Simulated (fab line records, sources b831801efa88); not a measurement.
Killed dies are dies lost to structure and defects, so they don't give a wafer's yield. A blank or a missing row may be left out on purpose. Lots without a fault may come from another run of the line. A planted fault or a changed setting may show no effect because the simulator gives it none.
Which tool did it? | flow sky130 | 12 lots, 36 wafers sampled, at 5 steps of a route of 708

WHAT THE GAUGES READ, wafer by wafer
SKY_VIA4_THK_MEAS_01. Usual: VIA4_HDPCVD_THK 1743 nm, standard deviation 21.
lot  | measured     | on            | VIA4_HDPCVD_THK (nm) | flag
L353 | day 41 17:14 | film_metro-01 | 1752 1727 1741       |
L354 | day 42 01:01 | film_metro-04 | 1721 1762 1743       |
L355 | day 42 02:19 | film_metro-01 | 1770 1746 1752       |
L357 | day 43 00:18 | film_metro-04 | 1798 1783 1812       |
L358 | day 43 02:52 | film_metro-04 | 1727 1703 1730       |
L359 | day 43 14:04 | film_metro-04 | 1734 1715 1739       |
L360 | day 43 23:22 | film_metro-01 | 1735 1742 1761       |
L361 | day 44 02:08 | film_metro-04 | 1759 1719 1728       |
L362 | day 44 10:41 | film_metro-03 | 1718 1765 1752       |
L363 | day 44 15:29 | film_metro-04 | 1722 1724 1695       |
L374 | day 47 08:55 | film_metro-01 | 1751 1264 1257       | OFF
L376 | day 47 17:08 | film_metro-03 | 1747 1771 1750       |

SKY_VIA4_OVL_MEAS_11. Usual: VIA4_OVL 1.4 nm, standard deviation 1.3.
lot  | measured     | on         | VIA4_OVL (nm) | flag
L353 | day 42 17:05 | overlay-01 | 1.0 0.7 -0.5  |
L354 | day 43 00:56 | overlay-01 | 3.4 1.2 0.4   |
L355 | day 43 01:40 | overlay-02 | 3.7 2.5 4.2   |
L357 | day 43 23:02 | overlay-02 | 2.8 1.6 2.1   |
L358 | day 44 02:02 | overlay-02 | 0.7 0.6 2.6   |
L359 | day 44 12:40 | overlay-02 | 0.9 -0.4 0.4  |
L360 | day 44 21:35 | overlay-02 | 2.0 0.8 -0.2  |
L361 | day 45 01:08 | overlay-01 | 1.4 2.1 -0.3  |
L362 | day 45 08:38 | overlay-01 | 1.4 2.0 1.3   |
L363 | day 45 13:29 | overlay-01 | 1.3 0.3 2.1   |
L374 | day 48 04:16 | overlay-02 | 1.9 2.1 1.9   |
L376 | day 48 12:25 | overlay-02 | 3.1 1.0 1.9   |

WHICH TOOL RAN EACH LOT (tool, then ch and the chambers of the sampled wafers, then the start)
lot  | SKY_VIA3_ETCH_14                   | SKY_CAP2M_SPUTTER_02         | SKY_VIA4_HDPCVD_00
L353 | rie_diel-03 ch 1,2,3, day 39 12:05 | pvd_sputter-01, day 39 13:41 | hdpcvd-02 ch 0,2, day 41 17:02
L354 | rie_diel-04 ch 0,2, day 39 21:20   | pvd_sputter-04, day 39 22:55 | hdpcvd-02 ch 0,1,2, day 42 00:50
L355 | rie_diel-04 ch 0,1,2, day 39 22:17 | pvd_sputter-04, day 39 23:53 | hdpcvd-01 ch 0,1,2, day 42 02:08
L357 | rie_diel-03 ch 0,1,3, day 40 21:20 | pvd_sputter-04, day 40 22:56 | hdpcvd-02 ch 0,2, day 43 00:07
L358 | rie_diel-03 ch 2,3, day 40 23:56   | pvd_sputter-04, day 41 01:31 | hdpcvd-01 ch 1,2, day 43 02:39
L359 | rie_diel-02 ch 0,1,2, day 41 12:08 | pvd_sputter-02, day 41 13:46 | hdpcvd-01 ch 1,2, day 43 13:53
L360 | rie_diel-02 ch 0,2,3, day 41 20:53 | pvd_sputter-02, day 41 22:36 | hdpcvd-01 ch 0,2, day 43 23:11
L361 | rie_diel-03 ch 1,2,3, day 42 00:45 | pvd_sputter-01, day 42 02:27 | hdpcvd-01 ch 0,1,2, day 44 02:01
L362 | rie_diel-02 ch 1,2,3, day 42 09:13 | pvd_sputter-04, day 42 10:52 | hdpcvd-01 ch 0,2, day 44 10:31
L363 | rie_diel-04 ch 1,2,3, day 42 15:04 | pvd_sputter-02, day 42 16:42 | hdpcvd-01 ch 1,2, day 44 15:17
L374 | rie_diel-04 ch 1,3, day 45 12:23   | pvd_sputter-01, day 45 13:59 | hdpcvd-01 ch 0,1,2, day 47 08:44
L376 | rie_diel-03 ch 0,3, day 45 21:37   | pvd_sputter-01, day 45 23:13 | hdpcvd-02 ch 0,1,2, day 47 16:58
- SKY_VIA3_ETCH_14: etches BARC in N2/H2, stops on SiO2, time 45.9 s, target depth 60 nm.
- SKY_CAP2M_SPUTTER_02: material TiN, target thk 200 nm, time 166.7 s.
- SKY_VIA4_HDPCVD_00: deposits SiO2, target thk 1750 nm, time 291.7 s.

WHAT THE TOOLS THEMSELVES READ (means of the sampled wafers that have a number; where no wafer has one, the mark that the record gives instead)
SKY_VIA3_ETCH_14. Usual: drypump_motor_current_A 5.3 A, standard deviation 0.43; oes_product_au 0.855 a.u., standard deviation 0.0047; rf_fwd_power_W 494.0 W, standard deviation 1.9; throttle_valve_pct 13.225 %, standard deviation 0.01.
lot  | tool        | drypump_motor_current_A (A) | oes_product_au (a.u.) | rf_fwd_power_W (W) | throttle_valve_pct (%) | flag
L353 | rie_diel-03 | 5.0                         | 0.853                 | 494.8              | 13.218                 |
L354 | rie_diel-04 | 5.2                         | 0.853                 | 492.9              | 13.224                 |
L355 | rie_diel-04 | 5.3                         | 0.857                 | 492.5              | 13.216                 |
L357 | rie_diel-03 | 5.0                         | 0.857                 | 495.3              | 13.225                 |
L358 | rie_diel-03 | 5.1                         | 0.858                 | 496.4              | 13.223                 |
L359 | rie_diel-02 | 5.9                         | 0.855                 | 493.7              | 13.235                 |
L360 | rie_diel-02 | 5.6                         | 0.853                 | 492.6              | 13.228                 |
L361 | rie_diel-03 | 5.0                         | 0.859                 | 494.6              | 13.234                 |
L362 | rie_diel-02 | 5.8                         | 0.854                 | 493.2              | 13.227                 |
L363 | rie_diel-04 | 5.2                         | 0.856                 | 495.0              | 13.234                 |
L374 | rie_diel-04 | 5.5                         | 0.855                 | 495.1              | 13.220                 |
L376 | rie_diel-03 | 5.1                         | 0.857                 | 494.6              | 13.219                 |

SKY_CAP2M_SPUTTER_02. Usual: chamber_pressure_pa 0.3999 Pa, standard deviation 0.00079; throttle_valve_pct 30.2 %, standard deviation 0.75.
lot  | tool           | chamber_pressure_pa (Pa) | throttle_valve_pct (%) | flag
L353 | pvd_sputter-01 | 0.4004                   | 30.2                   |
L354 | pvd_sputter-04 | 0.3995                   | 29.8                   |
L355 | pvd_sputter-04 | 0.4004                   | 30.3                   |
L357 | pvd_sputter-04 | 0.3998                   | 30.3                   |
L358 | pvd_sputter-04 | 0.4005                   | 30.5                   |
L359 | pvd_sputter-02 | 0.4007                   | 30.0                   |
L360 | pvd_sputter-02 | 0.3995                   | 31.6                   |
L361 | pvd_sputter-01 | 0.4000                   | 29.9                   |
L362 | pvd_sputter-04 | 0.3998                   | 30.0                   |
L363 | pvd_sputter-02 | 0.3995                   | 30.7                   |
L374 | pvd_sputter-01 | 0.3998                   | 30.8                   |
L376 | pvd_sputter-01 | 0.4000                   | 30.0                   |

THE ANSWER, worked out from the rows above alone
Rule: a lot is off if the mean of its wafers that have a number lies more than 3 standard deviations from the usual mean. A lot without any number at a reading at which 4 lots or more have one is off too. The other lots that the step has rows for count as sound. The gauges are gone through in route order, then the tools' own readings, and for those a lot's mean is taken as printed above. The first step at which some lot is off is used, and at that step the reading that is off furthest; a lot without a number counts as furthest.
Off: L374, at SKY_VIA4_THK_MEAS_01 (VIA4_HDPCVD_THK).
A tool fits if, at a process step before that reading, it ran every lot that is off, and no sound lot after the first of them. The gauges at SKY_VIA4_THK_MEAS_01 are tried like those tools. Can't be told from this: 3 tools fit, rie_diel-04 at SKY_VIA3_ETCH_14, hdpcvd-01 at SKY_VIA4_HDPCVD_00, film_metro-01 at SKY_VIA4_THK_MEAS_01.

WHAT THE SIMULATOR HAD PUT IN
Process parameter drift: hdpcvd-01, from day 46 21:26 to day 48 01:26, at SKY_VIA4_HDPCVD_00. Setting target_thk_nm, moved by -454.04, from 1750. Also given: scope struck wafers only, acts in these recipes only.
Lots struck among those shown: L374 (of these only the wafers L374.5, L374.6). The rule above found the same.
